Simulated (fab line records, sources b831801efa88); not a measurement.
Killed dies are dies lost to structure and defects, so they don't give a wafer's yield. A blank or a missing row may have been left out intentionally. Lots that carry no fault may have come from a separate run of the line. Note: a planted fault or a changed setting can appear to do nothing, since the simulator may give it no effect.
Shared-tool check || flow gf180mcu || 39 wafers sampled across 13 lots

THE REASON FOR OPENING IT
2 of 13 lots carry a flag on the reading NWELL_TW at GF_NWELL_TW_MEAS_11. No-fault wafers: 1559, standard deviation 20.
Rule: a lot is flagged in two cases, either no wafer of it has a number, or all its wafers with numbers fall more than 4 standard deviations from that mean. The other lots count as sound.

{"lot": "L953", "measured": "day 3 06:26", "on": "film-metro-01", "NWELL_TW, wafer by wafer": "1569 1568 1563", "flag": ""}
{"lot": "L954", "measured": "day 3 16:22", "on": "film-metro-02", "NWELL_TW, wafer by wafer": "1535 1537 1551", "flag": ""}
{"lot": "L955", "measured": "day 3 21:10", "on": "film-metro-02", "NWELL_TW, wafer by wafer": "1535 1546 1546", "flag": ""}
{"lot": "L956", "measured": "day 4 00:37", "on": "film-metro-04", "NWELL_TW, wafer by wafer": "1595 1588 1609", "flag": ""}
{"lot": "L958", "measured": "day 4 14:22", "on": "film-metro-01", "NWELL_TW, wafer by wafer": "1561 1554 1557", "flag": ""}
{"lot": "L960", "measured": "day 4 23:23", "on": "film-metro-01", "NWELL_TW, wafer by wafer": "1556 1558 1563", "flag": ""}
{"lot": "L961", "measured": "day 5 03:59", "on": "film-metro-01", "NWELL_TW, wafer by wafer": "1558 1555 1564", "flag": ""}
{"lot": "L962", "measured": "day 5 09:31", "on": "film-metro-04", "NWELL_TW, wafer by wafer": "1600 1595 1605", "flag": ""}
{"lot": "L971", "measured": "day 7 10:02", "on": "film-metro-04", "NWELL_TW, wafer by wafer": "1446 1445 1449", "flag": "FLAGGED"}
{"lot": "L972", "measured": "day 7 15:28", "on": "film-metro-02", "NWELL_TW, wafer by wafer": "1399 1404 1392", "flag": "FLAGGED"}
{"lot": "L973", "measured": "day 7 20:48", "on": "film-metro-02", "NWELL_TW, wafer by wafer": "1534 1543 1538", "flag": ""}
{"lot": "L975", "measured": "day 8 07:55", "on": "film-metro-02", "NWELL_TW, wafer by wafer": "1555 1555 1561", "flag": ""}
{"lot": "L976", "measured": "day 8 12:43", "on": "film-metro-01", "NWELL_TW, wafer by wafer": "1554 1557 1561", "flag": ""}
Average over the flagged lots: 1422; offset from the usual -136, equal to -7 standard deviations.

EACH LOT AND THE TOOL IT RAN ON
The record holds 1 process step before the reading, out of a route of 602 steps. Read each cell as the tool, then ch plus the chambers that the sampled wafers visited, then the start.
{"lot": "L953", "flag": "", "GF_NWELL_IMPLANT_08": "implanter-04 ch 0, day 3 06:04"}
{"lot": "L954", "flag": "", "GF_NWELL_IMPLANT_08": "implanter-01 ch 0, day 3 15:58"}
{"lot": "L955", "flag": "", "GF_NWELL_IMPLANT_08": "implanter-01 ch 0, day 3 20:46"}
{"lot": "L956", "flag": "", "GF_NWELL_IMPLANT_08": "implanter-01 ch 0, day 4 00:15"}
{"lot": "L958", "flag": "", "GF_NWELL_IMPLANT_08": "implanter-01 ch 0, day 4 14:00"}
{"lot": "L960", "flag": "", "GF_NWELL_IMPLANT_08": "implanter-02 ch 0, day 4 23:01"}
{"lot": "L961", "flag": "", "GF_NWELL_IMPLANT_08": "implanter-01 ch 0, day 5 03:37"}
{"lot": "L962", "flag": "", "GF_NWELL_IMPLANT_08": "implanter-02 ch 0, day 5 09:07"}
{"lot": "L971", "flag": "FLAGGED", "GF_NWELL_IMPLANT_08": "implanter-02 ch 0, day 7 09:38"}
{"lot": "L972", "flag": "FLAGGED", "GF_NWELL_IMPLANT_08": "implanter-02 ch 0, day 7 15:05"}
{"lot": "L973", "flag": "", "GF_NWELL_IMPLANT_08": "implanter-04 ch 0, day 7 20:25"}
{"lot": "L975", "flag": "", "GF_NWELL_IMPLANT_08": "implanter-01 ch 0, day 8 07:31"}
{"lot": "L976", "flag": "", "GF_NWELL_IMPLANT_08": "implanter-04 ch 0, day 8 12:19"}
What these steps do:
- GF_NWELL_IMPLANT_08
- GF_NWELL_TW_MEAS_11

FLAGGED OVER TOTAL, TOOL BY TOOL (the gauges that took the reading come last)
{"step": "GF_NWELL_IMPLANT_08", "tool": "implanter-01", "lots run": 6, "flagged": 0, "share of the flagged lots": "none", "sound lots run after its first flagged lot": "-"}
{"step": "GF_NWELL_IMPLANT_08", "tool": "implanter-02", "lots run": 4, "flagged": 2, "share of the flagged lots": "all", "sound lots run after its first flagged lot": 0}
{"step": "GF_NWELL_IMPLANT_08", "tool": "implanter-04", "lots run": 3, "flagged": 0, "share of the flagged lots": "none", "sound lots run after its first flagged lot": "-"}
{"step": "GF_NWELL_TW_MEAS_11", "tool": "film-metro-01", "lots run": 5, "flagged": 0, "share of the flagged lots": "none", "sound lots run after its first flagged lot": "-"}
{"step": "GF_NWELL_TW_MEAS_11", "tool": "film-metro-02", "lots run": 5, "flagged": 1, "share of the flagged lots": "some", "sound lots run after its first flagged lot": "2 (L973,L975)"}
{"step": "GF_NWELL_TW_MEAS_11", "tool": "film-metro-04", "lots run": 3, "flagged": 1, "share of the flagged lots": "some", "sound lots run after its first flagged lot": 0}

THE TABLE: WHAT IT ALLOWS
Rows of the table that ran each flagged lot: 1, that is implanter-02 at GF_NWELL_IMPLANT_08.
- implanter-02 at GF_NWELL_IMPLANT_08 ran 4 lots, 2 of them flagged. Last sound lot L962 at day 5 09:07, first flagged lot L971 at day 7 09:38; a fault beginning in between fits.
Just one tool remains: implanter-02 at GF_NWELL_IMPLANT_08.

WHAT THE SIMULATOR HAD INSERTED
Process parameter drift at GF_NWELL_IMPLANT_08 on implanter-02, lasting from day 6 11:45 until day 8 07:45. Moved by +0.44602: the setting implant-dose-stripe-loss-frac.
Lots struck among those shown: L971, L972. The rule given above showed the same thing.
